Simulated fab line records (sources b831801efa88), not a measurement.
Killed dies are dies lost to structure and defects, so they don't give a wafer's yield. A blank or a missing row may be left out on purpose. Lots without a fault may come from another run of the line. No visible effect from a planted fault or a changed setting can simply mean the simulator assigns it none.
fab line records -- flow sky130 -- part 1 of 2: steps 1 to 27 of 37
[record] lots = 5, wafers = 15, lastDay = 50
route steps=708 shown METAL3@566 VIA3@573 METAL4@598
lots that met no fault: taken from a fault-free run of the same line
startH: hours from the record's first day to the start of the lot's first wafer shown -- waitH: time in hours since the lot's previous step -- " same as the row above -- L1.1+2: one row covering several wafers at once -- - either no value or no given start -- * or withheld: withheld -- < > ~ a bound
route shown NAME@n: names a module that has steps shown in the file, with the first one's number in the route -- usual: mean and standard deviation over wafers with no fault -- same: alike in all rows -- chamber/n: place in a boat -- sites: per-site readings -- _std_site: their standard deviation -- _edge_site: the outer-site mean with the inner-site mean subtracted -- radiusMm: for every site, how far away it sits from the centre of the wafer -- mask NAME#n: copy n -- behind: the most recent tool/chamber to have shaped the wafer -- hold: why the lot went on hold/how many hours it stayed there/how the hold came to an end -- device: transistor that didn't switch, given as n, p or np -- end of line: at the end of the route, the tests of the same wafers -- for a step that has no rows: nothing shown but its recipe -- killed: dies lost to structure and defects at the first sort, not the wafer's yield -- map: shows each die of a wafer: x if killed, . if not, _ if none is there
set.NAME: the setting that was run; set.NAME@STEP: the one run at that earlier step -- model.NAME: the simulator's own value behind a step, which no gauge read
lots at some steps of the route; a table a step, a row a wafer
services: when a tool's chamber went out of use (startH, in hours from the record's first day, below 0 if earlier), for how many hours, and the reason
[[steps]]
[step SKY_METAL3_ETCH_16]
[recipe] chemistry = N2/H2, target = BARC, ionEnergyEv = 200, biasW = 100, pressureMtorr = 30, n2FlowSccm = 100, h2FlowSccm = 200, icpW = 500, stopOn = SiO2, timeS = 88.2, targetDepthA = 600
[usual] drypumpMotorCurrentA = 5.9/0.37, oesProductAu = 0.626/0.0046, throttleValvePct = 13.205/0.0095
lot.wafer,tool,chamber,startH,waitH,drypumpMotorCurrentA,oesProductAu,rfHoursCounterH,throttleValvePct
L076.3,rieMetal-04,1,917.90,0.0,5.8,0.622,-,13.201
L076.4,rieMetal-04,0,917.90,0.0,5.4,0.626,-,13.215
L076.6,rieMetal-04,0,917.90,0.0,5.4,0.629,-,13.218
L086.1,rieMetal-01,1,988.68,0.0,6.0,0.621,10,13.192
L086.2,rieMetal-01,0,988.68,0.0,6.2,0.625,15,13.204
L086.5,rieMetal-01,1,988.68,0.0,6.0,0.620,-,13.207
L095.3,rieMetal-02,1,1050.01,0.0,6.6,0.624,-,13.212
L095.5,rieMetal-02,1,1050.01,0.0,6.6,0.628,-,13.210
L095.6,rieMetal-02,0,1050.01,0.0,5.8,0.629,-,13.204
L096.2,rieMetal-02,0,1054.33,0.0,5.8,0.626,21,13.206
L096.5,rieMetal-02,0,1054.33,0.0,5.8,0.629,-,13.199
L096.6,rieMetal-02,1,1054.33,0.0,6.6,0.631,-,13.212
L097.1,rieMetal-01,0,1058.06,0.0,6.2,0.624,20,13.196
L097.3,rieMetal-01,0,1058.06,0.0,6.2,0.633,-,13.206
L097.4,rieMetal-01,1,1058.06,0.0,6.0,0.615,-,13.207
[step SKY_METAL3_ETCH_17]
[recipe] target = SiO2, stopOn = TiN, chemistry = C4F8/O2/Ar, sourceW = 1500, biasW = 1200, pressureMtorr = 40, c4f8FlowSccm = withheld, O2_flow_sccm = 6, Ar_flow_sccm = 300, timeS = 3.9, targetDepthA = 150
[usual] oesProductAu = 0.753/0.0073
lot.wafer,tool,chamber,startH,waitH,oesProductAu,rfHoursCounterH
L076.3,rieDiel-04,3,917.97,0.0,0.754,3
L076.4,rieDiel-04,0,917.97,0.0,0.760,10
L076.6,rieDiel-04,1,917.97,0.0,0.765,-
L086.1,rieDiel-03,0,988.78,0.1,0.754,18
L086.2,rieDiel-03,2,988.78,0.1,0.734,16
L086.5,rieDiel-03,0,988.78,0.1,0.763,-
L095.3,rieDiel-03,1,1050.08,0.0,0.758,23
L095.5,rieDiel-03,2,1050.08,0.0,0.758,-
L095.6,rieDiel-03,1,1050.08,0.0,0.760,-
L096.2,rieDiel-01,1,1054.43,0.1,0.751,4
L096.5,rieDiel-01,1,1054.43,0.1,0.756,-
L096.6,rieDiel-01,0,1054.43,0.1,0.762,-
L097.1,rieDiel-03,2,1058.16,0.1,0.745,18
L097.3,rieDiel-03,3,1058.16,0.1,0.751,31
L097.4,rieDiel-03,0,1058.16,0.1,0.747,21
[step SKY_METAL3_METAL_ETCH_18]
[recipe] targetDepthA = 8450, stopOn = SiO2, overEtchFrac = 0.3, timeS = 183.1, chemistry = Cl2/BCl3, resistSidewallDeg = 88, pressureMtorr = 10, icpW = 900, biasW = 48.5, Cl2_flow_sccm = 60, bcl3FlowSccm = 30
[usual] drypumpMotorCurrentA = 5.9/0.36, oesProductAu = 0.864/0.0069, throttleValvePct = 22.264/0.0079
lot.wafer,tool,chamber,startH,waitH,drypumpMotorCurrentA,oesProductAu,rfHoursCounterH,throttleValvePct
L076.3,rieMetal-01,1,918.04,0.1,6.0,0.862,-,22.268
L076.4,rieMetal-01,0,918.04,0.1,6.2,0.860,-,22.269
L076.6,rieMetal-01,1,918.04,0.1,6.0,0.867,-,22.260
L086.1,rieMetal-04,1,988.79,0.0,5.8,0.868,13,22.265
L086.2,rieMetal-04,0,988.79,0.0,5.3,0.858,12,22.259
L086.5,rieMetal-04,1,988.79,0.0,5.8,0.870,-,22.255
L095.3,rieMetal-04,0,1050.15,0.1,5.4,0.864,-,22.264
L095.5,rieMetal-04,1,1050.15,0.1,5.8,0.864,-,22.265
L095.6,rieMetal-04,0,1050.15,0.1,5.4,0.868,-,22.276
L096.2,rieMetal-04,1,1054.45,0.0,5.8,0.867,17,22.268
L096.5,rieMetal-04,1,1054.45,0.0,5.8,0.865,-,22.265
L096.6,rieMetal-04,0,1054.45,0.0,5.4,0.877,-,22.254
L097.1,rieMetal-02,0,1058.18,0.0,5.8,0.879,22,22.248
L097.3,rieMetal-02,0,1058.18,0.0,5.8,0.865,-,22.259
L097.4,rieMetal-02,1,1058.18,0.0,6.6,0.859,-,22.270
[step SKY_METAL3_STRIP_19]
[recipe] chemistry = O2/N2, powerW = 1400, pressureMtorr = 1500, platenTempC = withheld, o2FlowSccm = 3000, n2FlowSccm = 300, overashFraction = 0.5
[usual] drypumpMotorCurrentA = 5.8/0.36, oesProductAu = 0.504/0.0051, stripTimeToEndpointS = 6.58/0.058
lot.wafer,tool,chamber,startH,waitH,drypumpMotorCurrentA,oesProductAu,rfHoursCounterH,stripTimeToEndpointS
L076.3,plasmaAsher-02,1,918.20,0.1,6.1,0.504,-,6.60
L076.4,plasmaAsher-02,0,918.20,0.1,5.3,0.502,-,6.54
L076.6,plasmaAsher-02,1,918.20,0.1,6.1,0.499,-,6.59
L086.1,plasmaAsher-04,1,988.97,0.1,5.9,0.505,84,6.64
L086.2,plasmaAsher-04,0,988.97,0.1,5.7,0.508,84,6.56
L086.5,plasmaAsher-04,0,988.97,0.1,5.7,0.507,-,6.63
L095.3,plasmaAsher-02,0,1050.31,0.1,5.3,0.500,-,6.54
L095.5,plasmaAsher-02,1,1050.31,0.1,6.1,0.503,-,6.60
L095.6,plasmaAsher-02,0,1050.31,0.1,5.3,0.500,-,6.55
L096.2,plasmaAsher-03,1,1054.62,0.1,5.8,0.508,29,6.61
L096.5,plasmaAsher-03,1,1054.62,0.1,5.8,0.516,-,6.65
L096.6,plasmaAsher-03,0,1054.62,0.1,6.5,0.509,-,6.55
L097.1,plasmaAsher-03,1,1058.36,0.1,5.8,0.512,30,6.59
L097.3,plasmaAsher-03,0,1058.36,0.1,6.5,0.514,-,6.61
L097.4,plasmaAsher-03,1,1058.36,0.1,5.8,0.502,-,6.64
[step SKY_METAL3_STRIP_20]
[recipe] chemistry = postEtchResidueRemover, timeS = 1200, tempC = 72.5
[usual] tempC = 72.50/0.12
lot.wafer,tool,chamber,startH,waitH,tempC
L076.3,wetBench-04,3,918.26,0.0,72.55
L076.4,wetBench-04,3,918.26,0.0,72.34
L076.6,wetBench-04,3,918.26,0.0,72.72
L086.1,wetBench-02,2,989.07,0.1,72.35
L086.2,wetBench-02,2,989.07,0.1,72.41
L086.5,wetBench-02,2,989.07,0.1,72.56
L095.3,wetBench-01,0,1050.37,0.0,72.70
L095.5,wetBench-01,0,1050.37,0.0,72.44
L095.6,wetBench-01,0,1050.37,0.0,72.49
L096.2,wetBench-02,2,1054.72,0.1,72.47
L096.5,wetBench-02,2,1054.72,0.1,72.64
L096.6,wetBench-02,2,1054.72,0.1,72.50
L097.1,wetBench-02,0,1058.46,0.1,72.33
L097.3,wetBench-02,0,1058.46,0.1,72.26
L097.4,wetBench-02,0,1058.46,0.1,72.49
[step SKY_METAL3_CLEAN_21]
[recipe] chemistry = IPA, timeS = 180, tempC = 25
[usual] tempC = 24.99/0.11
lot.wafer,tool,chamber,startH,waitH,tempC
L076.3,wetBench-02,2,919.75,0.0,24.93
L076.4,wetBench-02,2,919.75,0.0,24.93
L076.6,wetBench-02,2,919.75,0.0,25.08
L086.1,wetBench-01,3,989.44,0.0,24.89
L086.2,wetBench-01,3,989.44,0.0,24.86
L086.5,wetBench-01,3,989.44,0.0,24.88
L095.3,wetBench-02,3,1050.71,0.0,25.00
L095.5,wetBench-02,3,1050.71,0.0,25.16
L095.6,wetBench-02,3,1050.71,0.0,24.96
L096.2,wetBench-02,1,1055.10,0.0,25.04
L096.5,wetBench-02,1,1055.10,0.0,25.09
L096.6,wetBench-02,1,1055.10,0.0,25.01
L097.1,wetBench-02,3,1058.83,0.0,24.89
L097.3,wetBench-02,3,1058.83,0.0,24.84
L097.4,wetBench-02,3,1058.83,0.0,24.84
[step SKY_METAL3_CLEAN_22]
[recipe] chemistry = O3/DIW, dry = n2Spin
lot.wafer,tool,chamber,startH,waitH
L076.3+4+6,wetBench-04,0,919.82,0.0
L086.1+2+5,wetBench-04,2,989.50,0.0
L095.3+5+6,wetBench-01,1,1050.78,0.0
L096.2+5+6,wetBench-01,0,1055.26,0.1
L097.1+3+4,wetBench-02,0,1058.89,0.0
[step SKY_VIA3_HDPCVD_00]
[recipe] material = SiO2, targetThkNm = 1635, sigmaOpenFrac = 0.3, timeS = 272.5, tempC = 400, sih4FlowSccm = 60, pressureMtorr = 6
lot.wafer,tool,chamber,startH,waitH
L076.3+4+6,hdpcvd-01,"0,2,1",920.22,0.0
L086.1+2+5,hdpcvd-01,"2,1,1",989.59,0.0
L095.3+5+6,hdpcvd-01,"2,0,1",1050.87,0.0
L096.2+5+6,hdpcvd-01,"2,1,0",1055.35,0.0
L097.1+3+4,hdpcvd-02,"1,0,1",1058.99,0.0
[step SKY_VIA3_THK_MEAS_01]
[recipe] reads = SiO2_of_VIA3_HDPCVD_00
[usual] VIA3_HDPCVD_THK = 1639/14
lot.wafer,tool,chamber,startH,waitH,VIA3_HDPCVD_THK[nm]
L076.3,filmMetro-02,-,920.40,0.1,1643
L076.4,filmMetro-02,-,920.40,0.1,1641
L076.6,filmMetro-02,-,920.40,0.1,1626
L086.1,filmMetro-04,-,989.76,0.1,1664
L086.2,filmMetro-04,-,989.76,0.1,1671
L086.5,filmMetro-04,-,989.76,0.1,1670
L095.3,filmMetro-03,-,1051.06,0.1,1631
L095.5,filmMetro-03,-,1051.06,0.1,1634
L095.6,filmMetro-03,-,1051.06,0.1,1653
L096.2,filmMetro-02,-,1055.53,0.1,1652
L096.5,filmMetro-02,-,1055.53,0.1,1634
L096.6,filmMetro-02,-,1055.53,0.1,1643
L097.1,filmMetro-02,-,1059.16,0.1,1646
L097.3,filmMetro-02,-,1059.16,0.1,1652
L097.4,filmMetro-02,-,1059.16,0.1,1635
[step SKY_VIA3_CMP_02]
[recipe] material = SiO2, downForcePsi = 4, platenRpm = 60, padVelocityMS = 0.94248
[usual] motorCurrentA = 11.8/0.77
lot.wafer,tool,chamber,startH,waitH,motorCurrentA
L076.3,cmp-01,2,920.44,0.0,11.4
L076.4,cmp-01,1,920.44,0.0,11.2
L076.6,cmp-01,2,920.44,0.0,11.2
L086.2,cmp-02,3,989.82,0.0,12.3
L086.1,cmp-02,2,989.82,0.0,12.5
L086.5,cmp-02,3,989.82,0.0,11.6
L095.3,cmp-01,2,1051.10,0.0,10.7
L095.6,cmp-01,2,1051.10,0.0,10.8
L095.5,cmp-01,3,1051.10,0.0,12.2
L096.2,cmp-02,1,1055.63,0.1,10.5
L096.5,cmp-02,0,1055.63,0.1,12.4
L096.6,cmp-02,1,1055.63,0.1,10.3
L097.3,cmp-02,3,1059.22,0.0,12.1
L097.4,cmp-02,0,1059.22,0.0,12.4
L097.1,cmp-02,1,1059.22,0.0,10.8
[step SKY_VIA3_BOW_MEAS_03]
[recipe] mode = bow
[usual] VIA3_BOW = 80/7.4
lot.wafer,tool,chamber,startH,waitH,VIA3_BOW[um]
L076.3,filmMetro-04,-,920.78,0.3,67
L076.4,filmMetro-04,-,920.78,0.3,86
L076.6,filmMetro-04,-,920.78,0.3,85
L086.1,filmMetro-04,-,990.12,0.1,82
L086.2,filmMetro-04,-,990.12,0.1,76
L086.5,filmMetro-04,-,990.12,0.1,82
L095.3,filmMetro-04,-,1051.44,0.3,94
L095.5,filmMetro-04,-,1051.44,0.3,79
L095.6,filmMetro-04,-,1051.44,0.3,71
L096.2,filmMetro-02,-,1055.90,0.2,78
L096.5,filmMetro-02,-,1055.90,0.2,86
L096.6,filmMetro-02,-,1055.90,0.2,78
L097.1,filmMetro-02,-,1059.52,0.1,75
L097.3,filmMetro-02,-,1059.52,0.1,90
L097.4,filmMetro-02,-,1059.52,0.1,84
[step SKY_VIA3_DEHYDRATE_04]
[recipe] tempC = 200, timeS = 60
lot.wafer,tool,chamber,startH,waitH
L076.3+4+6,lithoTrack-01,0,932.85,12.0
L086.1+2+5,lithoTrack-01,0,1001.35,11.2
L095.3+5+6,lithoTrack-04,0,1060.74,9.3
L096.2+5+6,lithoTrack-01,0,1065.78,9.9
L097.1+3+4,lithoTrack-02,0,1069.53,10.0
[step SKY_VIA3_HMDS_05]
[recipe] primeTimeS = 60, primeTempC = 120
lot.wafer,tool,chamber,startH,waitH
L076.3+4+6,lithoTrack-01,0,933.00,0.1
L086.1+2+5,lithoTrack-01,0,1001.50,0.1
L095.3+5+6,lithoTrack-04,0,1060.89,0.1
L096.2+5+6,lithoTrack-01,0,1065.93,0.1
L097.1+3+4,lithoTrack-02,0,1069.68,0.1
[step SKY_VIA3_COAT_06]
[recipe] resist = BARC, tempC = withheld, timeS = withheld, spinRpm = 3000, resistThkNm = 60
lot.wafer,tool,chamber,startH,waitH
L076.3+4+6,lithoTrack-01,0,933.15,0.1
L086.1+2+5,lithoTrack-01,0,1001.65,0.1
L095.3+5+6,lithoTrack-04,0,1061.04,0.1
L096.2+5+6,lithoTrack-01,0,1066.08,0.1
L097.1+3+4,lithoTrack-02,0,1069.83,0.1
[step SKY_VIA3_COAT_07]
[recipe] resist = KrF-thick, spinRpm = 3000, resistThkNm = 450
lot.wafer,tool,chamber,startH,waitH
L076.3+4+6,lithoTrack-01,0,-,-
L086.1+2+5,lithoTrack-01,0,-,-
L095.3+5+6,lithoTrack-04,0,-,-
L096.2+5+6,lithoTrack-01,0,-,-
L097.1+3+4,lithoTrack-02,0,-,-
[step SKY_VIA3_SOFTBAKE_08]
[recipe] tempC = 100, timeS = 90, resist = KrF-thick
lot.wafer,tool,chamber,startH,waitH
L076.3+4+6,lithoTrack-01,0,-,-
L086.1+2+5,lithoTrack-01,0,-,-
L095.3+5+6,lithoTrack-04,0,-,-
L096.2+5+6,lithoTrack-01,0,-,-
L097.1+3+4,lithoTrack-02,0,-,-
[step SKY_VIA3_EXPOSE_09]
[recipe] maskId = VIM3, na = 0.8, sourceShape = annular, sigmaInner = 0.55, sigmaOuter = 0.85, targetCdNm = 200, doseMj = 38
[usual] focusOffsetNm = 0.1/0.52
lot.wafer,tool,chamber,startH,waitH,mask,focusOffsetNm
L076.3,krfScanner-02,0,-,-,VIM3#0,0.5
L076.4,krfScanner-02,0,-,-,VIM3#0,-0.1
L076.6,krfScanner-02,0,-,-,VIM3#0,0.3
L086.1,krfScanner-01,0,-,-,VIM3#0,-0.7
L086.2,krfScanner-01,0,-,-,VIM3#0,-0.9
L086.5,krfScanner-01,0,-,-,VIM3#0,0.0
L095.3,krfScanner-02,0,-,-,VIM3#0,0.1
L095.5,krfScanner-02,0,-,-,VIM3#0,0.4
L095.6,krfScanner-02,0,-,-,VIM3#0,0.0
L096.2,krfScanner-02,0,-,-,VIM3#0,-0.3
L096.5,krfScanner-02,0,-,-,VIM3#0,-0.1
L096.6,krfScanner-02,0,-,-,VIM3#0,0.0
L097.1,krfScanner-02,0,-,-,VIM3#0,0.3
L097.3,krfScanner-02,0,-,-,VIM3#0,0.5
L097.4,krfScanner-02,0,-,-,VIM3#0,0.1
[step SKY_VIA3_PEB_10]
[recipe] pebTempC = withheld, pebTimeS = withheld, resist = KrF-thick
lot.wafer,tool,chamber,startH,waitH
L076.3+4+6,lithoTrack-04,0,-,-
L086.1+2+5,lithoTrack-02,0,-,-
L095.3+5+6,lithoTrack-02,0,-,-
L096.2+5+6,lithoTrack-02,0,-,-
L097.1+3+4,lithoTrack-02,0,-,-
[step SKY_VIA3_DEVELOP_11]
[recipe] developTimeS = 60, resist = KrF-thick, devTempC = 21
lot.wafer,tool,chamber,startH,waitH
L076.3+4+6,lithoTrack-04,0,-,-
L086.1+2+5,lithoTrack-02,0,-,-
L095.3+5+6,lithoTrack-02,0,-,-
L096.2+5+6,lithoTrack-02,0,-,-
L097.1+3+4,lithoTrack-02,0,-,-
[step SKY_VIA3_CD_MEAS_12]
[recipe] targetCdNm = 200
[usual] cdNm = 199.9/1.6
lot.wafer,tool,chamber,startH,waitH,cdNm
L076.3,cdSem-01,-,945.83,-,200.4
L076.4,cdSem-01,-,945.83,-,199.9
L076.6,cdSem-01,-,945.83,-,198.7
L086.1,cdSem-02,-,1012.63,-,197.5
L086.2,cdSem-02,-,1012.63,-,199.7
L086.5,cdSem-02,-,1012.63,-,197.2
L095.3,cdSem-01,-,1071.67,-,200.4
L095.5,cdSem-01,-,1071.67,-,200.5
L095.6,cdSem-01,-,1071.67,-,200.4
L096.2,cdSem-02,-,1076.40,-,199.3
L096.5,cdSem-02,-,1076.40,-,200.8
L096.6,cdSem-02,-,1076.40,-,201.2
L097.1,cdSem-02,-,1080.13,-,199.4
L097.3,cdSem-02,-,1080.13,-,197.7
L097.4,cdSem-02,-,1080.13,-,198.3
[step SKY_VIA3_OVL_MEAS_13]
[usual] VIA3_OVL = -1/5.3
lot.wafer,tool,chamber,startH,waitH,VIA3_OVL[nm]
L076.3,overlay-01,-,945.92,0.1,-9
L076.4,overlay-01,-,945.92,0.1,-6
L076.6,overlay-01,-,945.92,0.1,-6
L086.1,overlay-01,-,1012.75,0.1,7
L086.2,overlay-01,-,1012.75,0.1,11
L086.5,overlay-01,-,1012.75,0.1,6
L095.3,overlay-02,-,1071.76,0.1,3
L095.5,overlay-02,-,1071.76,0.1,-2
L095.6,overlay-02,-,1071.76,0.1,9
L096.2,overlay-01,-,1076.51,0.1,-4
L096.5,overlay-01,-,1076.51,0.1,-11
L096.6,overlay-01,-,1076.51,0.1,-1
L097.1,overlay-02,-,1080.25,0.1,3
L097.3,overlay-02,-,1080.25,0.1,1
L097.4,overlay-02,-,1080.25,0.1,-2
[step SKY_VIA3_ETCH_14]
[recipe] chemistry = N2/H2, target = BARC, ionEnergyEv = 200, sourceW = 500, biasW = 100, pressureMtorr = 30, n2FlowSccm = 100, h2FlowSccm = 200, stopOn = SiO2, timeS = 45.9, targetDepthA = 600
[usual] drypumpMotorCurrentA = 5.5/0.34, oesProductAu = 0.854/0.0052, throttleValvePct = 13.226/0.009
lot.wafer,tool,chamber,startH,waitH,drypumpMotorCurrentA,oesProductAu,rfHoursCounterH,throttleValvePct
L076.3,rieDiel-03,2,945.95,0.0,5.5,0.857,14,13.219
L076.4,rieDiel-03,3,945.95,0.0,5.5,0.849,27,13.218
L076.6,rieDiel-03,0,945.95,0.0,5.7,0.850,-,13.229
L086.1,rieDiel-04,2,1012.79,0.0,5.0,0.863,18,13.221
L086.2,rieDiel-04,3,1012.79,0.0,5.3,0.856,6,13.222
L086.5,rieDiel-04,3,1012.79,0.0,5.3,0.862,-,13.231
L095.3,rieDiel-02,0,1071.79,0.0,5.2,0.850,11,13.216
L095.5,rieDiel-02,1,1071.79,0.0,5.1,0.860,-,13.213
L095.6,rieDiel-02,0,1071.79,0.0,5.2,0.849,-,13.211
L096.2,rieDiel-02,3,1076.54,0.0,5.4,0.855,7,13.231
L096.5,rieDiel-02,0,1076.54,0.0,5.2,0.857,-,13.225
L096.6,rieDiel-02,3,1076.54,0.0,5.5,0.852,-,13.234
L097.1,rieDiel-04,3,1080.29,0.0,5.3,0.857,8,13.230
L097.3,rieDiel-04,0,1080.29,0.0,5.9,0.854,15,13.214
L097.4,rieDiel-04,1,1080.29,0.0,6.2,0.855,19,13.221
[step SKY_VIA3_ETCH_15]
[recipe] target = SiO2, chemistry = C4F8/O2/Ar, targetDepthNm = 507, stopOn = TiN, maskMaterial = KrF-thick, sourceW = 1500, biasW = 1200, pressureMtorr = 40, c4f8FlowSccm = withheld, O2_flow_sccm = 6, Ar_flow_sccm = 300, timeS = 78
[usual] oesProductAu = 0.946/0.0042
lot.wafer,tool,chamber,startH,waitH,oesProductAu,rfHoursCounterH
L076.3,rieDiel-03,2,945.99,0.0,0.936,14
L076.4,rieDiel-03,3,945.99,0.0,0.942,27
L076.6,rieDiel-03,0,945.99,0.0,0.938,-
L086.1,rieDiel-04,2,1012.83,0.0,0.941,18
L086.2,rieDiel-04,3,1012.83,0.0,0.943,6
L086.5,rieDiel-04,3,1012.83,0.0,0.946,-
L095.3,rieDiel-02,0,1071.83,0.0,0.947,12
L095.5,rieDiel-02,1,1071.83,0.0,0.958,-
L095.6,rieDiel-02,0,1071.83,0.0,0.941,-
L096.2,rieDiel-02,3,1076.58,0.0,0.951,7
L096.5,rieDiel-02,0,1076.58,0.0,0.942,-
L096.6,rieDiel-02,3,1076.58,0.0,0.944,-
L097.1,rieDiel-04,3,1080.33,0.0,0.950,8
L097.3,rieDiel-04,0,1080.33,0.0,0.953,15
L097.4,rieDiel-04,1,1080.33,0.0,0.943,19
[step SKY_VIA3_STRIP_16]
[recipe] chemistry = O2/N2, powerW = 1400, pressureMtorr = 1500, platenTempC = withheld, o2FlowSccm = 3000, n2FlowSccm = 300, overashFraction = 0.5
[usual] drypumpMotorCurrentA = 5.7/0.46, oesProductAu = 0.402/0.0046, stripTimeToEndpointS = 4.124/0.022
lot.wafer,tool,chamber,startH,waitH,drypumpMotorCurrentA,oesProductAu,rfHoursCounterH,stripTimeToEndpointS
L076.3,plasmaAsher-03,1,946.08,0.1,5.8,0.399,-,4.135
L076.4,plasmaAsher-03,0,946.08,0.1,6.5,0.402,-,4.110
L076.6,plasmaAsher-03,1,946.08,0.1,5.8,0.404,-,4.121
L086.1,plasmaAsher-01,0,1012.89,0.0,5.1,0.403,122,4.118
L086.2,plasmaAsher-01,1,1012.89,0.0,5.7,0.399,122,4.119
L086.5,plasmaAsher-01,0,1012.89,0.0,5.1,0.403,-,4.130
L095.3,plasmaAsher-01,1,1071.92,0.1,5.7,0.398,-,4.098
L095.5,plasmaAsher-01,1,1071.92,0.1,5.7,0.400,-,4.082
L095.6,plasmaAsher-01,0,1071.92,0.1,5.1,0.398,-,4.070
L096.2,plasmaAsher-02,1,1076.64,0.0,6.0,0.413,66,4.130
L096.5,plasmaAsher-02,0,1076.64,0.0,5.3,0.404,-,4.158
L096.6,plasmaAsher-02,1,1076.64,0.0,6.1,0.404,-,4.126
L097.1,plasmaAsher-01,0,1080.39,0.0,5.1,0.401,2,4.140
L097.3,plasmaAsher-01,0,1080.39,0.0,5.1,0.398,-,4.151
L097.4,plasmaAsher-01,1,1080.39,0.0,5.7,0.404,-,4.123
[step SKY_VIA3_STRIP_17]
[recipe] chemistry = postEtchResidueRemover, timeS = 1200, tempC = 72.5
[usual] tempC = 72.50/0.11
lot.wafer,tool,chamber,startH,waitH,tempC
L076.3,wetBench-01,2,946.15,0.0,72.52
L076.4,wetBench-01,2,946.15,0.0,72.48
L076.6,wetBench-01,2,946.15,0.0,72.34
L086.1,wetBench-01,0,1012.99,0.1,72.68
L086.2,wetBench-01,0,1012.99,0.1,72.62
L086.5,wetBench-01,0,1012.99,0.1,72.61
L095.3,wetBench-01,3,1071.99,0.0,72.60
L095.5,wetBench-01,3,1071.99,0.0,72.69
L095.6,wetBench-01,3,1071.99,0.0,72.64
L096.2,wetBench-01,2,1076.74,0.1,72.34
L096.5,wetBench-01,2,1076.74,0.1,72.26
L096.6,wetBench-01,2,1076.74,0.1,72.43
L097.1,wetBench-01,0,1080.49,0.1,72.39
L097.3,wetBench-01,0,1080.49,0.1,72.41
L097.4,wetBench-01,0,1080.49,0.1,72.41
[step SKY_VIA3_CLEAN_18]
[recipe] chemistry = IPA, timeS = 180, tempC = 25
[usual] tempC = 24.98/0.11
lot.wafer,tool,chamber,startH,waitH,tempC
L076.3,wetBench-03,3,946.55,0.0,24.86
L076.4,wetBench-03,3,946.55,0.0,25.00
L076.6,wetBench-03,3,946.55,0.0,24.83
L086.1,wetBench-02,0,1013.33,0.0,24.95
L086.2,wetBench-02,0,1013.33,0.0,24.95
L086.5,wetBench-02,0,1013.33,0.0,24.88
L095.3,wetBench-03,3,1072.33,0.0,25.12
L095.5,wetBench-03,3,1072.33,0.0,25.10
L095.6,wetBench-03,3,1072.33,0.0,24.93
L096.2,wetBench-03,2,1077.08,0.0,24.77
L096.5,wetBench-03,2,1077.08,0.0,24.87
L096.6,wetBench-03,2,1077.08,0.0,25.03
L097.1,wetBench-02,3,1080.83,0.0,24.82
L097.3,wetBench-02,3,1080.83,0.0,24.98
L097.4,wetBench-02,3,1080.83,0.0,24.96
[step SKY_VIA3_CLEAN_19]
[recipe] chemistry = O3/DIW, dry = n2Spin
lot.wafer,tool,chamber,startH,waitH
L076.3+4+6,wetBench-01,0,946.61,0.0
L086.1+2+5,wetBench-03,0,1013.39,0.0
L095.3+5+6,wetBench-01,0,1072.39,0.0
L096.2+5+6,wetBench-02,3,1077.14,0.0
L097.1+3+4,wetBench-01,1,1080.89,0.0
